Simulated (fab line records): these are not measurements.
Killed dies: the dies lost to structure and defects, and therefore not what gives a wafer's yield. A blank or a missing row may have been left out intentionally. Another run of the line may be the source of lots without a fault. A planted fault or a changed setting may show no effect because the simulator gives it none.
Which tool did it?	flow gf180mcu	Sampling: 14 lots, 42 wafers, 4 of 602 route steps

WHAT THE GAUGES SHOWED, per wafer
GF_M2_CD_MEAS_14: target cd 280 nm. Usual: cd nm at 279.6 nm, with a standard deviation of 1.3.
lot	measured	on	cd nm (nm)	flag
L841	day 19 14:53	cd sem-01	278.7 279.4 279.0	
L843	day 19 23:32	cd sem-02	280.7 280.3 280.5	
L844	day 20 10:41	cd sem-02	280.2 278.9 280.9	
L845	day 20 17:41	cd sem-01	277.9 279.1 277.7	
L846	day 21 00:04	cd sem-02	278.2 279.1 279.7	
L847	day 21 15:34	cd sem-01	277.8 278.3 279.4	
L848	day 22 00:27	cd sem-02	279.7 279.4 279.6	
L849	day 22 13:48	cd sem-02	278.1 279.0 278.7	
L850	day 22 15:45	cd sem-02	278.6 278.9 208.7	OFF
L851	day 22 22:18	cd sem-02	281.3 281.1 209.1	OFF
L860	day 25 20:53	cd sem-01	280.7 280.5 280.2	
L861	day 26 06:58	cd sem-01	281.4 280.8 280.4	
L862	day 26 08:34	cd sem-01	279.9 280.7 280.2	
L863	day 26 19:56	cd sem-01	278.0 278.1 279.5	

WHAT TOOL EACH LOT RAN ON (gives the tool, then ch and the chambers of the sampled wafers, and finally the start)
lot	GF_V1_ETCH_17	GF_M2_SPUTTER_01	GF_M2_EXPOSE_11
L841	rie diel-02 ch 0,1,2, day 18 14:10 or earlier	pvd sputter-01, day 18 14:10	krf scanner-02 ch 0, day 19 02:34
L843	rie diel-02 ch 0,1, day 18 22:25 or earlier	pvd sputter-01, day 18 22:25	krf scanner-02 ch 0, day 19 11:21
L844	rie diel-04 ch 1,2, day 19 09:46 or earlier	pvd sputter-02, day 19 09:46	krf scanner-01 ch 0, day 19 22:39
L845	rie diel-04 ch 2,3, day 19 16:07 or earlier	pvd sputter-01, day 19 16:07	krf scanner-01 ch 0, day 20 04:34
L846	rie diel-02 ch 1,2, day 19 23:29 or earlier	pvd sputter-02, day 19 23:29	krf scanner-01 ch 0, day 20 11:52
L847	rie diel-03 ch 0,1,3, day 20 14:31 or earlier	pvd sputter-01, day 20 14:31	krf scanner-02 ch 0, day 21 03:06
L848	rie diel-02 ch 0,1,2, day 21 01:09 or earlier	pvd sputter-01, day 21 01:09	krf scanner-01 ch 0, day 21 13:31
L849	rie diel-03 ch 0,1,3, day 21 14:52 or earlier	pvd sputter-01, day 21 14:52	krf scanner-01 ch 0, day 22 02:08
L850	rie diel-04 ch 1,3, day 21 16:25 or earlier	pvd sputter-02, day 21 16:25	krf scanner-01 ch 0, day 22 03:54
L851	rie diel-04 ch 1,2,3, day 21 23:01 or earlier	pvd sputter-01, day 21 23:01	krf scanner-01 ch 0, day 22 10:37
L860	rie diel-03 ch 0,1,3, day 24 23:48 or earlier	pvd sputter-01, day 24 23:48	krf scanner-02 ch 0, day 25 10:38
L861	rie diel-03 ch 0,1,2, day 25 10:22 or earlier	pvd sputter-02, day 25 10:22	krf scanner-02 ch 0, day 25 20:59
L862	rie diel-02 ch 0,1, day 25 11:16 or earlier	pvd sputter-03, day 25 11:16	krf scanner-02 ch 0, day 25 22:24
L863	rie diel-02 ch 2,3, day 25 23:25 or earlier	pvd sputter-02, day 25 23:25	krf scanner-01 ch 0, day 26 10:07
- GF_V1_ETCH_17: etches SiO2 in C4F8/O2/Ar, stops on TiN, target depth 630 nm.
- GF_M2_SPUTTER_01: material TiN, target thk 30 nm, time 25 s.
- GF_M2_EXPOSE_11: exposes mask Metal2, target cd 280 nm.

WHAT THE TOOLS THEMSELVES READ (means of the sampled wafers that have a number; where no wafer has one, the mark that the record gives instead)
GF_V1_ETCH_17. Usual: oes product au at 0.856 a.u., with a standard deviation of 0.0044.
lot	tool	oes product au (a.u.)	flag
L841	rie diel-02	0.853	
L843	rie diel-02	0.862	
L844	rie diel-04	0.859	
L845	rie diel-04	0.856	
L846	rie diel-02	0.857	
L847	rie diel-03	0.858	
L848	rie diel-02	0.853	
L849	rie diel-03	0.854	
L850	rie diel-04	0.856	
L851	rie diel-04	0.857	
L860	rie diel-03	0.855	
L861	rie diel-03	0.858	
L862	rie diel-02	0.856	
L863	rie diel-02	0.852	

GF_M2_SPUTTER_01. Usual: throttle valve pct at 30.3 %, with a standard deviation of 0.76.
lot	tool	throttle valve pct (%)	flag
L841	pvd sputter-01	30.1	
L843	pvd sputter-01	30.7	
L844	pvd sputter-02	30.7	
L845	pvd sputter-01	30.5	
L846	pvd sputter-02	30.7	
L847	pvd sputter-01	30.2	
L848	pvd sputter-01	30.9	
L849	pvd sputter-01	30.1	
L850	pvd sputter-02	31.1	
L851	pvd sputter-01	30.2	
L860	pvd sputter-01	30.8	
L861	pvd sputter-02	30.8	
L862	pvd sputter-03	29.5	
L863	pvd sputter-02	30.1	

THE ANSWER, worked out from the rows above alone
Rule: a lot is off if the mean of its wafers that have a number lies more than 3 standard deviations from the usual mean. Also off: a lot with no number at a reading for which 4 or more lots have one. Where the step has rows for the other lots, those lots are counted as sound. Order of review: gauges by route order, followed by the tools' own readings, for which a lot's mean as printed above is used. The first step at which some lot is off is used, and at that step the reading that is off furthest; a lot without a number counts as furthest.
Off: L850, L851, at GF_M2_CD_MEAS_14 (cd nm).
If a tool, at a process step before that reading, ran all the lots that are off and no sound lot after the first of them, it fits. The gauges at GF_M2_CD_MEAS_14 are tried like those tools. GF_V1_ETCH_17: start missing for some lots; hours and lot order therefore follow GF_M2_SPUTTER_01. 2 tools fit, rie diel-04 at GF_V1_ETCH_17 and cd sem-02 at GF_M2_CD_MEAS_14, so this cannot tell which one it is.

WHAT THE SIMULATOR HAD INSERTED
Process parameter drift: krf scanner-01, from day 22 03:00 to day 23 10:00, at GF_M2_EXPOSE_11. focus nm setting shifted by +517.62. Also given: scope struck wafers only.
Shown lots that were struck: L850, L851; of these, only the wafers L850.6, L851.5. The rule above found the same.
